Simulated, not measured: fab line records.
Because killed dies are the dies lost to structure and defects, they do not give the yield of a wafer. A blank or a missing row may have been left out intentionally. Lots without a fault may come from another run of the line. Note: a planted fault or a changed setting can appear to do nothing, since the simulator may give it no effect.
fab line records | flow sky130
record: lots: 12 wafers: 34 lastDay: 51
route steps=708 shown LDD_P@263 LI_CONTACT@377 METAL1@434 CAP2M@603 METAL4@633 PAD_OPEN@708
lots that met no fault: from a run of the same line without faults
startH: start of the lot's first displayed wafer, in hours after the record's first day | waitH: how many hours have passed since the lot's step before this one | " same as the row above | L1.1+2: a single row standing in for several wafers | - either no value or no given start | * or withheld: withheld | < > ~ a bound
route shown NAME@n: a module of which the file shows steps, and the number in the route of the first | usual: mean and standard deviation over wafers with no fault | same: alike in all rows | chamber/n: place in a boat | sites: each site's reading | _std_site: how widely they spread, as a standard deviation | _edge_site: mean of outer sites minus mean of inner sites | radiusMm: how far each site lies from the wafer's centre | mask NAME#n: copy n | behind: tool/chamber where the wafer was last shaped | hold: why the lot went on hold/how many hours it stayed there/how the hold came to an end | device: transistor that didn't switch, given as n, p or np | end of line: the same wafers' tests at the end of the route | a step given without rows: its recipe and nothing more | killed: count of dies lost to structure and defects at first sort (not the wafer's yield) | map: dies across one wafer; x = killed, . = not, _ = none there
set.NAME: the setting that was run; set.NAME@STEP: the one run at that earlier step | model.NAME: the simulator's own value behind a step, which no gauge read
the route's steps for a sample of lots (tables are steps, rows are wafers)
services: the hour from which a tool's chamber was out of use, counted from the record's first day as startH (under 0 if before that day), plus the number of hours and why
== steps ==
step: SKY_LDD_P_OVL_MEAS_08
usual: LDD_P_OVL: 1.0/1.3
columns lot.wafer tool chamber startH waitH LDD_P_OVL[nm]
L721.2 overlay-01 - 452.49 0.1 0.4
L721.5 " - " " 0.7
L721.6 " - " " -0.1
L723.1 overlay-02 - 468.99 0.1 2.1
L723.5 " - " " 3.4
L723.6 " - " " 3.1
L725.1 overlay-02 - 485.48 0.1 -0.4
L725.4 " - " " 0.4
L725.5 " - " " 1.4
L727.1 overlay-02 - 497.31 0.1 2.2
L727.3 " - " " 0.2
L727.4 " - " " 1.6
L728.1 overlay-01 - 512.94 0.1 0.4
L728.2 " - " " 0.3
L728.3 " - " " 0.8
L730.1 overlay-02 - 522.59 0.1 1.6
L730.5 " - " " 0.2
L730.6 " - " " 1.7
L731.3 overlay-01 - 542.07 0.1 1.8
L731.4 " - " " 0.2
L731.5 " - " " 3.7
L732.4 overlay-02 - 546.65 0.1 -0.8
L732.6 " - " " 0.4
L734.1 overlay-01 - 565.39 0.1 0.9
L734.2 " - " " -0.3
L739.1 overlay-01 - 598.36 0.1 -0.3
L739.3 " - " " 0.3
L739.5 " - " " 0.4
L741.2 overlay-02 - 618.52 0.1 2.6
L741.3 " - " " 0.3
L741.6 " - " " 0.5
L744.1 overlay-01 - 641.79 0.1 0.4
L744.3 " - " " 2.1
L744.5 " - " " 1.7
step: SKY_LI_CONTACT_ETCH_15
recipe: target: PSG chemistry: C4F8/O2/Ar stopOn: Si taperDeg: 4.15 maskMaterial: KrF-thick sourceW: 1500 biasW: 1200 pressureMtorr: 40 c4f8FlowSccm: withheld O2_flow_sccm: 6 Ar_flow_sccm: 300 timeS: withheld targetDepthA: 6000
usual: oesProductAu: 0.837/0.0045 rfFwdPowerW: 1492/5
columns lot.wafer tool chamber startH waitH oesProductAu rfFwdPowerW
L721.2 rieDiel-01 1 700.77 0.0 0.845 1489
L721.5 " 0 " " 0.838 1495
L721.6 " 1 " " 0.841 1499
L723.1 rieDiel-04 2 713.29 0.0 0.838 1494
L723.5 " 0 " " 0.835 1493
L723.6 " 3 " " 0.832 1500
L725.1 rieDiel-01 1 729.47 0.0 0.841 1489
L725.4 " 2 " " 0.831 1498
L725.5 " 3 " " 0.834 1493
L727.1 rieDiel-01 2 739.72 0.0 0.837 1489
L727.3 " 1 " " 0.839 1487
L727.4 " 3 " " 0.840 1488
L728.1 rieDiel-01 1 753.36 0.0 0.832 1488
L728.2 " 2 " " 0.835 1493
L728.3 " 0 " " 0.834 1490
L730.1 rieDiel-03 3 763.14 0.0 0.836 1484
L730.5 " 3 " " 0.843 1492
L730.6 " 0 " " 0.841 1497
L731.3 rieDiel-01 1 780.01 0.0 0.831 1485
L731.4 " 1 " " 0.837 1496
L731.5 " 0 " " 0.833 1491
L732.4 rieDiel-01 2 786.21 0.0 0.838 1493
L732.6 " 2 " " 0.837 1495
L734.1 rieDiel-03 2 803.49 0.0 0.832 1498
L734.2 " 0 " " 0.847 1492
L739.1 rieDiel-01 1 831.54 0.0 0.835 1489
L739.3 " 0 " " 0.841 1490
L739.5 " 2 " " 0.834 1502
L741.2 rieDiel-03 2 845.97 0.0 0.835 1496
L741.3 " 0 " " 0.836 1495
L741.6 " 0 " " 0.835 1499
L744.1 rieDiel-03 3 871.51 0.0 0.833 1493
L744.3 " 2 " " 0.842 1496
L744.5 " 0 " " 0.835 1484
step: SKY_METAL1_SPUTTER_00
recipe: material: Ti targetThkNm: 15 powerW: 3000 timeS: 10 chamberPressurePa: 0.4
usual: throttleValvePct: 30.0/1.1
columns lot.wafer tool chamber startH waitH throttleValvePct
L721.2 pvdSputter-01 - 762.46 0.1 30.3
L721.5 " - " " 30.6
L721.6 " - " " 31.0
L723.1 pvdSputter-03 - 774.89 0.1 29.5
L723.5 " - " " 29.7
L723.6 " - " " 29.4
L725.1 pvdSputter-01 - 790.62 0.1 30.8
L725.4 " - " " 28.3
L725.5 " - " " 30.8
L727.1 pvdSputter-04 - 800.20 0.2 28.5
L727.3 " - " " 30.3
L727.4 " - " " 30.5
L728.1 pvdSputter-01 - 812.88 0.1 30.2
L728.2 " - " " 30.7
L728.3 " - " " 31.1
L730.1 pvdSputter-01 - 822.23 0.1 30.7
L730.5 " - " " 30.3
L730.6 " - " " 28.3
L731.3 pvdSputter-04 - 837.73 0.1 30.9
L731.4 " - " " 31.5
L731.5 " - " " 31.6
L732.4 pvdSputter-03 - 844.02 0.2 29.4
L732.6 " - " " 31.7
L734.1 pvdSputter-01 - 860.79 0.2 28.1
L734.2 " - " " 30.1
L739.1 pvdSputter-01 - 888.94 0.2 31.0
L739.3 " - " " 28.3
L739.5 " - " " 28.1
L741.2 pvdSputter-01 - 903.53 0.2 30.5
L741.3 " - " " 28.1
L741.6 " - " " 28.3
L744.1 pvdSputter-04 - 926.94 0.1 30.8
L744.3 " - " " 28.6
L744.5 " - " " 30.3
step: SKY_CAP2M_CVD_00
recipe: material: SiO2 targetThkNm: 15.5 tempC: 400 timeS: withheld rfW: 450
usual: heaterPowerW: 701/110 rfFwdPowerW: 442.1/2.4
columns lot.wafer tool chamber startH waitH heaterPowerW rfFwdPowerW
L721.2 pecvd-03 2 958.89 0.0 579 442.0
L721.5 " 0 " " 672 446.0
L721.6 " 1 " " 614 436.9
L723.1 pecvd-01 2 968.91 0.0 927 441.9
L723.5 " 2 " " 937 442.2
L723.6 " 0 " " 697 442.4
L725.1 pecvd-01 0 983.88 0.0 839 440.8
L725.4 " 2 " " 926 443.8
L725.5 " 1 " " 758 441.4
L727.1 pecvd-03 0 989.16 0.0 679 447.3
L727.3 " 1 " " 674 439.5
L727.4 " 2 " " 571 445.8
L728.1 pecvd-03 1 1002.58 0.0 655 439.2
L728.2 " 0 " " 635 442.4
L728.3 " 2 " " 528 442.0
L730.1 pecvd-03 2 1010.67 0.0 536 442.2
L730.5 " 2 " " 549 445.7
L730.6 " 1 " " 646 438.2
L731.3 pecvd-04 0 1023.63 0.0 782 440.2
L731.4 " 1 " " 736 440.6
L731.5 " 0 " " 778 439.6
L732.4 pecvd-03 2 1030.19 0.0 570 443.8
L732.6 " 0 " " 725 445.0
L734.1 pecvd-03 0 1045.80 0.0 705 444.7
L734.2 " 2 " " 534 443.4
L739.1 pecvd-01 1 1071.03 0.0 706 440.4
L739.3 " 2 " " 862 443.3
L739.5 " 0 " " 784 442.3
L741.2 pecvd-04 2 1082.17 0.0 724 444.6
L741.3 " 1 " " 658 442.5
L741.6 " 2 " " 700 444.2
L744.1 pecvd-03 2 1103.64 0.0 586 443.9
L744.3 " 2 " " 595 443.1
L744.5 " 2 " " 589 444.4
step: SKY_CAP2M_THK_MEAS_01
recipe: reads: SiO2_of_CAP2M_CVD_00
usual: CAP2M_CVD_00_THK: 15.54/0.23
columns lot.wafer tool chamber startH waitH CAP2M_CVD_00_THK[nm]
L721.2 filmMetro-03 - 958.92 - 15.24
L721.5 " - " " 15.64
L721.6 " - " " 15.58
L723.1 filmMetro-03 - 968.93 - 15.24
L723.5 " - " " 15.71
L723.6 " - " " 15.55
L725.1 filmMetro-01 - 983.90 - 15.51
L725.4 " - " " 15.83
L725.5 " - " " 15.59
L727.1 filmMetro-01 - 989.19 - 15.22
L727.3 " - " " 14.96
L727.4 " - " " 15.48
L728.1 filmMetro-04 - 1002.60 - 15.25
L728.2 " - " " 15.46
L728.3 " - " " 15.20
L730.1 filmMetro-01 - 1010.69 - 30.04
L730.5 " - " " 15.65
L730.6 " - " " 30.10
L731.3 filmMetro-04 - 1023.67 - 15.67
L731.4 " - " " 15.98
L731.5 " - " " 15.72
L732.4 filmMetro-03 - 1030.24 - 15.63
L732.6 " - " " 29.91
L734.1 filmMetro-01 - 1045.84 - 29.51
L734.2 " - " " 14.89
L739.1 filmMetro-03 - 1071.05 - 15.53
L739.3 " - " " 15.38
L739.5 " - " " 15.68
L741.2 filmMetro-04 - 1082.21 - 15.44
L741.3 " - " " 15.44
L741.6 " - " " 15.92
L744.1 filmMetro-04 - 1103.67 - 15.34
L744.3 " - " " 15.61
L744.5 " - " " 15.58
step: SKY_METAL4_ETCH_17
recipe: target: SiO2 stopOn: TiN chemistry: C4F8/O2/Ar sourceW: 1500 biasW: 1200 pressureMtorr: 40 c4f8FlowSccm: withheld O2_flow_sccm: 6 Ar_flow_sccm: 300 timeS: 3.9 targetDepthA: 150
usual: oesProductAu: 0.755/0.007 rfFwdPowerW: 1470/7.2
columns lot.wafer tool chamber startH waitH oesProductAu rfFwdPowerW rfHoursCounterH
L721.2 rieDiel-04 2 1008.06 0.1 0.744 1464 22
L721.5 " 0 " " 0.762 1470 -
L721.6 " 3 " " 0.754 1475 -
L723.1 rieDiel-01 3 1018.99 0.1 0.746 1485 7
L723.5 " 2 " " 0.760 1468 -
L723.6 " 3 " " 0.753 1479 -
L725.1 rieDiel-02 3 1032.36 0.1 0.755 1464 18
L725.4 " 2 " " 0.759 1473 25
L725.5 " 1 " " 0.752 1472 -
L727.1 rieDiel-02 2 1038.00 0.1 0.743 1474 26
L727.3 " 3 " " 0.743 1464 18
L727.4 " 0 " " 0.760 1460 3
L728.1 rieDiel-02 1 1050.45 0.1 0.752 1474 14
L728.2 " 2 " " 0.758 1475 26
L728.3 " 0 " " 0.748 1466 3
L730.1 rieDiel-02 1 1059.00 0.1 1.000 1478 14
L730.5 " 3 " " 0.757 1460 -
L730.6 " 2 " " 1.006 1476 -
L731.3 rieDiel-01 0 1071.66 0.0 0.764 1470 15
L731.4 " 3 " " 0.765 1482 -
L731.5 " 0 " " 0.758 1466 -
L732.4 rieDiel-04 0 1077.79 0.0 0.760 1471 14
L732.6 " 1 " " 1.003 1459 -
L734.1 rieDiel-04 2 1092.26 0.1 1.001 1468 25
L734.2 " 0 " " 0.732 1463 15
L739.1 rieDiel-04 3 1114.91 0.1 0.756 1486 15
L739.3 " 0 " " 0.761 1461 15
L739.5 " 1 " " 0.759 1466 -
L741.2 rieDiel-04 2 1125.54 0.1 0.758 1467 26
L741.3 " 1 " " 0.752 1462 18
L741.6 " 1 " " 0.770 1461 -
L744.1 rieDiel-02 1 1145.35 0.1 0.744 1472 17
L744.3 " 3 " " 0.763 1463 22
L744.5 " 2 " " 0.754 1477 -
step: SKY_PAD_OPEN_PROBE_99
usual: defectLimitedYield: 82.3/1.8 killed_at_M0_to_M3: 43/6.9 killed_at_M4_up: 3.2/1.6 killedAtContacts: 25/5.1 killedAtFrontEnd: 16/4.5 killedAtOther: 0.3/0.68 killedDies: 87/8.9 killedOpen: 48/6.9 killedShort: 39/6.3
same: grossDies: 492 killedAtBackSide: 0
columns lot.wafer tool chamber startH waitH defectLimitedYield[%] killed_at_M0_to_M3 killed_at_M4_up killedAtContacts killedAtFrontEnd killedAtOther killedDies killedOpen killedShort
L721.2 prober-01 - 1105.53 0.1 82.3 53 2 20 12 0 87 57 30
L721.5 prober-01 - 1105.68 0.2 86.0 36 3 17 13 0 69 36 33
L721.6 prober-01 - 1105.73 0.2 84.3 40 4 18 15 0 77 41 36
L723.1 prober-01 - 1114.75 0.1 80.9 45 4 24 21 0 94 52 42
L723.5 prober-01 - 1114.95 0.2 82.7 33 7 24 21 0 85 42 42
L723.6 prober-01 - 1115.00 0.2 83.5 42 3 21 15 0 81 53 28
L725.1 prober-01 - 1128.53 0.1 78.7 55 1 31 18 0 105 59 46
L725.4 prober-01 - 1128.68 0.2 83.9 42 3 22 11 1 79 44 35
L725.5 prober-01 - 1128.73 0.2 82.3 50 2 23 12 0 87 53 34
L727.1 prober-02 - 1131.57 0.1 82.1 40 2 32 14 0 88 42 45
L727.3 prober-02 - 1131.67 0.2 86.0 26 3 28 11 1 69 35 33
L727.4 prober-02 - 1131.72 0.2 77.6 63 4 27 16 0 110 68 41
L728.1 prober-01 - 1141.63 0.1 83.9 44 5 20 10 0 79 39 40
L728.2 prober-01 - 1141.68 0.1 85.4 34 3 25 10 0 72 40 32
L728.3 prober-01 - 1141.73 0.2 81.9 43 5 30 11 0 89 48 41
L730.1 prober-01 - 1148.64 0.1 78.3 38 3 46 19 1 107 53 54
L730.5 prober-01 - 1148.84 0.2 81.5 50 1 21 19 0 91 40 51
L730.6 prober-01 - 1148.89 0.2 82.1 38 4 32 14 0 88 56 32
L731.3 prober-02 - 1159.24 0.2 81.7 40 4 28 18 0 90 54 36
L731.4 prober-02 - 1159.29 0.2 85.6 35 2 21 12 1 71 40 30
L731.5 prober-02 - 1159.34 0.2 82.3 43 4 26 14 0 87 44 43
L732.4 prober-01 - 1164.98 0.2 84.1 36 3 27 12 0 78 44 34
L732.6 prober-01 - 1165.08 0.2 84.1 36 3 26 13 0 78 48 30
L734.1 prober-01 - 1177.84 0.1 82.3 45 6 21 15 0 87 46 41
L734.2 prober-01 - 1177.89 0.1 80.5 46 4 23 22 1 96 49 47
L739.1 prober-02 - 1195.97 0.1 81.7 49 1 29 6 5 90 56 31
L739.3 prober-02 - 1196.07 0.2 81.7 43 3 21 22 1 90 47 42
L739.5 prober-02 - 1196.17 0.2 80.7 47 5 30 13 0 95 54 41
L741.2 prober-01 - 1204.54 0.1 86.2 31 3 17 17 0 68 30 38
L741.3 prober-01 - 1204.59 0.2 80.1 42 5 30 21 0 98 49 49
L741.6 prober-01 - 1204.74 0.2 83.7 36 4 21 19 0 80 37 43
L744.1 prober-01 - 1220.72 0.1 85.2 43 2 20 8 0 73 43 29
L744.3 prober-01 - 1220.82 0.2 82.1 51 3 22 12 0 88 46 42
L744.5 prober-01 - 1220.92 0.2 81.3 48 2 22 20 0 92 58 33
killed by level:class
L721.2 CONTACT:geometricParticle:open=11 VIA1:geometricParticle:open=10 VIA3:geometricParticle:open=9 VIA2:geometricParticle:open=9 POLY_GATE:geometricParticle:open=6 METAL2:geometricParticle:short=6 LI_CONTACT:geometricParticle:open=6 VIA1:geometricParticle:short=5
L721.5 VIA1:geometricParticle:open=7 METAL2:geometricParticle:short=7 LI_CONTACT:geometricParticle:open=6 CONTACT:geometricParticle:open=6 VIA3:geometricParticle:open=5 FIELD_ISO:geometricParticle:short=4 METAL1:geometricParticle:short=4 CONTACT:geometricParticle:short=4
L721.6 VIA1:geometricParticle:open=9 VIA3:geometricParticle:open=9 CONTACT:geometricParticle:open=7 METAL2:geometricParticle:short=7 FIELD_ISO:geometricParticle:short=6 LI_CONTACT:geometricParticle:open=6 METAL1:geometricParticle:short=6 POLY_GATE:geometricParticle:short=4
L723.1 VIA1:geometricParticle:open=12 CONTACT:geometricParticle:open=10 LI_CONTACT:geometricParticle:open=8 FIELD_ISO:geometricParticle:short=7 METAL1:geometricParticle:short=7 VIA2:geometricParticle:open=6 CONTACT:geometricParticle:short=5 METAL2:geometricParticle:short=5
L723.5 CONTACT:geometricParticle:open=12 VIA2:geometricParticle:open=7 VIA1:geometricParticle:short=7 FIELD_ISO:geometricParticle:open=6 POLY_GATE:geometricParticle:short=6 METAL1:geometricParticle:short=5 CONTACT:geometricParticle:short=4 METAL4:geometricParticle:short=4
L723.6 VIA1:geometricParticle:open=18 CONTACT:geometricParticle:open=9 VIA3:geometricParticle:open=6 FIELD_ISO:geometricParticle:short=5 CONTACT:geometricParticle:short=5 VIA3:geometricParticle:short=5 VIA2:geometricParticle:open=5 POLY_GATE:geometricParticle:open=4
L725.1 METAL2:geometricParticle:short=11 VIA1:geometricParticle:open=11 CONTACT:geometricParticle:open=10 LI_CONTACT:geometricParticle:open=10 VIA3:geometricParticle:open=9 POLY_GATE:geometricParticle:open=6 VIA2:geometricParticle:open=6 LI_CONTACT:geometricParticle:short=5
L725.4 VIA1:geometricParticle:open=9 VIA2:geometricParticle:open=8 CONTACT:geometricParticle:short=7 CONTACT:geometricParticle:open=6 METAL1:geometricParticle:short=6 LI_CONTACT:geometricParticle:open=5 METAL2:geometricParticle:short=5 FIELD_ISO:geometricParticle:open=3
L725.5 VIA2:geometricParticle:open=11 LI_CONTACT:geometricParticle:open=8 CONTACT:geometricParticle:open=8 VIA1:geometricParticle:open=8 METAL2:geometricParticle:short=8 VIA3:geometricParticle:open=7 FIELD_ISO:geometricParticle:open=5 CONTACT:geometricParticle:short=5
L727.1 LI_CONTACT:geometricParticle:open=9 CONTACT:geometricParticle:open=9 METAL1:geometricParticle:short=6 VIA1:geometricParticle:short=6 VIA1:geometricParticle:open=6 CONTACT:geometricParticle:short=5 VIA3:geometricParticle:open=5 POLY_GATE:geometricParticle:short=4
L727.3 VIA1:geometricParticle:open=9 LI_CONTACT:geometricParticle:open=8 LOCAL_INTERCONNECT:geometricParticle:short=7 POLY_GATE:geometricParticle:short=6 CONTACT:geometricParticle:open=6 CONTACT:geometricParticle:short=6 VIA3:geometricParticle:open=5 FIELD_ISO:geometricParticle:open=3
L727.4 VIA3:geometricParticle:open=13 VIA1:geometricParticle:open=12 CONTACT:geometricParticle:open=11 METAL1:geometricParticle:short=8 LI_CONTACT:geometricParticle:open=7 VIA2:geometricParticle:open=6 METAL2:geometricParticle:short=5 POLY_GATE:geometricParticle:open=4
L728.1 VIA1:geometricParticle:open=11 METAL1:geometricParticle:short=6 CONTACT:geometricParticle:short=5 CONTACT:geometricParticle:open=5 VIA1:geometricParticle:short=5 METAL2:geometricParticle:short=5 VIA2:geometricParticle:open=5 POLY_GATE:geometricParticle:short=4
L728.2 CONTACT:geometricParticle:open=10 VIA1:geometricParticle:open=8 VIA3:geometricParticle:open=8 LI_CONTACT:geometricParticle:open=5 LOCAL_INTERCONNECT:geometricParticle:short=5 METAL1:geometricParticle:short=5 FIELD_ISO:geometricParticle:short=4 POLY_GATE:geometricParticle:open=4
L728.3 VIA1:geometricParticle:open=12 CONTACT:geometricParticle:open=11 LI_CONTACT:geometricParticle:open=6 METAL1:geometricParticle:short=6 CONTACT:geometricParticle:short=5 VIA2:geometricParticle:short=5 VIA3:geometricParticle:open=5 LOCAL_INTERCONNECT:geometricParticle:short=4
L730.1 CONTACT:geometricParticle:open=12 CONTACT:geometricParticle:short=11 VIA1:geometricParticle:open=10 LOCAL_INTERCONNECT:geometricParticle:short=10 LI_CONTACT:geometricParticle:open=7 POLY_GATE:geometricParticle:open=6 FIELD_ISO:geometricParticle:short=5 LI_CONTACT:geometricParticle:short=5
L730.5 METAL2:geometricParticle:short=9 VIA3:geometricParticle:open=8 LI_CONTACT:geometricParticle:open=8 METAL1:geometricParticle:short=6 CONTACT:geometricParticle:open=6 VIA1:geometricParticle:open=5 VIA1:geometricParticle:short=5 FIELD_ISO:geometricParticle:short=4
L730.6 VIA1:geometricParticle:open=16 CONTACT:geometricParticle:open=15 LOCAL_INTERCONNECT:geometricParticle:short=8 VIA1:geometricParticle:short=5 POLY_GATE:geometricParticle:short=4 VIA2:geometricParticle:open=4 VIA3:geometricParticle:open=4 POLY_GATE:geometricParticle:open=3
L731.3 VIA1:geometricParticle:open=18 LI_CONTACT:geometricParticle:open=10 FIELD_ISO:geometricParticle:short=8 CONTACT:geometricParticle:open=7 VIA3:geometricParticle:open=7 CONTACT:geometricParticle:short=6 METAL2:geometricParticle:short=4 FIELD_ISO:geometricParticle:open=3
L731.4 VIA1:geometricParticle:open=12 CONTACT:geometricParticle:open=8 VIA3:geometricParticle:open=7 METAL1:geometricParticle:short=6 VIA1:geometricParticle:short=5 LI_CONTACT:geometricParticle:open=4 LI_CONTACT:geometricParticle:short=3 LOCAL_INTERCONNECT:geometricParticle:short=3
L731.5 CONTACT:geometricParticle:open=11 VIA1:geometricParticle:open=10 VIA1:geometricParticle:short=8 METAL2:geometricParticle:short=8 LI_CONTACT:geometricParticle:open=7 POLY_GATE:geometricParticle:short=4 CONTACT:geometricParticle:short=4 POLY_GATE:geometricParticle:open=3
L732.4 CONTACT:geometricParticle:open=10 VIA1:geometricParticle:open=10 METAL2:geometricParticle:short=6 VIA2:geometricParticle:open=5 CONTACT:geometricParticle:short=5 POLY_GATE:geometricParticle:short=4 LI_CONTACT:geometricParticle:short=4 FIELD_ISO:geometricParticle:open=3
L732.6 VIA1:geometricParticle:open=13 CONTACT:geometricParticle:open=11 VIA2:geometricParticle:open=7 CONTACT:geometricParticle:short=6 LOCAL_INTERCONNECT:geometricParticle:short=5 FIELD_ISO:geometricParticle:short=4 METAL1:geometricParticle:short=4 VIA3:geometricParticle:open=4
L734.1 CONTACT:geometricParticle:open=9 VIA2:geometricParticle:open=9 LI_CONTACT:geometricParticle:open=6 VIA1:geometricParticle:open=6 VIA1:geometricParticle:short=6 METAL2:geometricParticle:short=6 METAL1:geometricParticle:short=5 FIELD_ISO:geometricParticle:short=4
L734.2 VIA1:geometricParticle:open=14 VIA3:geometricParticle:open=8 FIELD_ISO:geometricParticle:short=7 CONTACT:geometricParticle:short=7 LI_CONTACT:geometricParticle:open=7 VIA3:geometricParticle:short=6 VIA1:geometricParticle:short=6 CONTACT:geometricParticle:open=5
L739.1 VIA1:geometricParticle:open=21 CONTACT:geometricParticle:open=12 LI_CONTACT:geometricParticle:open=7 VIA3:geometricParticle:open=7 METAL1:geometricParticle:short=6 LI_CONTACT:geometricParticle:short=5 CONTACT:geometricParticle:short=3 VIA1:geometricParticle:short=3
L739.3 VIA1:geometricParticle:open=11 VIA3:geometricParticle:open=9 CONTACT:geometricParticle:open=7 VIA1:geometricParticle:short=7 FIELD_ISO:geometricParticle:open=6 FIELD_ISO:geometricParticle:short=6 POLY_GATE:geometricParticle:open=5 LI_CONTACT:geometricParticle:open=5
L739.5 CONTACT:geometricParticle:open=12 VIA2:geometricParticle:open=10 VIA1:geometricParticle:open=9 LI_CONTACT:geometricParticle:open=7 VIA2:geometricParticle:short=5 VIA3:geometricParticle:open=5 FIELD_ISO:geometricParticle:open=4 CONTACT:geometricParticle:short=4
L741.2 POLY_GATE:geometricParticle:short=6 VIA1:geometricParticle:open=5 METAL2:geometricParticle:short=5 POLY_GATE:geometricParticle:open=4 CONTACT:geometricParticle:short=4 CONTACT:geometricParticle:open=4 VIA2:geometricParticle:open=4 LI_CONTACT:geometricParticle:open=3
L741.3 CONTACT:geometricParticle:open=14 FIELD_ISO:geometricParticle:open=7 FIELD_ISO:geometricParticle:short=6 LI_CONTACT:geometricParticle:open=6 CONTACT:geometricParticle:short=6 METAL1:geometricParticle:short=6 VIA1:geometricParticle:open=6 METAL2:geometricParticle:short=6
L741.6 FIELD_ISO:geometricParticle:open=9 CONTACT:geometricParticle:open=6 VIA1:geometricParticle:short=5 VIA3:geometricParticle:open=5 FIELD_ISO:geometricParticle:short=4 LOCAL_INTERCONNECT:geometricParticle:short=4 CONTACT:geometricParticle:short=4 METAL1:geometricParticle:short=4
L744.1 VIA1:geometricParticle:open=10 VIA2:geometricParticle:open=7 METAL2:geometricParticle:short=6 CONTACT:geometricParticle:short=6 CONTACT:geometricParticle:open=6 VIA3:geometricParticle:open=5 VIA1:geometricParticle:short=4 METAL2:geometricParticle:open=4
L744.3 VIA1:geometricParticle:open=11 CONTACT:geometricParticle:open=9 VIA2:geometricParticle:open=9 METAL1:geometricParticle:short=7 VIA1:geometricParticle:short=7 CONTACT:geometricParticle:short=5 METAL2:geometricParticle:short=5 VIA3:geometricParticle:open=5
L744.5 VIA1:geometricParticle:open=15 LI_CONTACT:geometricParticle:open=9 VIA3:geometricParticle:open=8 FIELD_ISO:geometricParticle:open=6 METAL1:geometricParticle:short=6 POLY_GATE:geometricParticle:open=5 CONTACT:geometricParticle:open=5 VIA3:geometricParticle:short=5
== services ==
columns tool chamber startH hours kind
rieDiel-02 3 755.08 4.5 repair
rieDiel-01 0 773.71 1.3 repair
rieDiel-01 2 777.35 5.9 repair
rieDiel-01 - 790.44 28.1 pm
rieDiel-04 0 794.59 3.2 repair
rieDiel-02 1 810.69 11.2 repair
rieDiel-01 3 837.56 5.5 repair
rieDiel-04 2 866.07 10.3 repair
rieDiel-02 0 904.76 2.7 repair
rieDiel-04 1 917.45 14.3 repair
rieDiel-04 3 921.34 4.2 repair
rieDiel-02 0 924.94 3.0 repair
rieDiel-01 - 934.26 0.3 repair
rieDiel-01 1 936.21 2.0 repair
rieDiel-04 - 943.97 0.9 repair
rieDiel-02 1 948.40 8.7 repair
rieDiel-02 1 959.82 18.5 repair
rieDiel-02 2 996.07 5.3 repair
rieDiel-04 0 1036.14 4.3 repair
rieDiel-01 - 1036.38 1.0 repair
pvdSputter-01 - 1064.13 2.9 repair
pecvd-03 0 1084.84 74.5 repair
rieDiel-04 0 1100.79 10.7 repair
pecvd-03 - 1135.99 1.5 repair
== key ==
firstSign: step: SKY_CAP2M_THK_MEAS_01 reading: CAP2M_CVD_00_THK direction: up sigmas: 62 usual: 15.54 struck: 29.89
effect: step: SKY_METAL4_ETCH_17 reading: oesProductAu direction: up sigmas: 35 usual: 0.755 struck: 1.002
metAt SKY_CAP2M_CVD_00
struckLots L730,L732,L734
struckWafers L730.1,L730.6,L732.6,L734.1
notActingAt SKY_LDD_P_OVL_MEAS_08,SKY_LI_CONTACT_ETCH_15,SKY_METAL1_SPUTTER_00
onsetBetween 1002.58 1010.67
fault: kind: processParameterDrift tool: pecvd-03 chamber: - onsetH: 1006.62 steps: SKY_CAP2M_CVD_00 channel: targetThkNm offset: 14.413 shape: step endH: 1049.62 scope: struckWafersOnly actsIn: theseRecipesOnly stated: 15.5
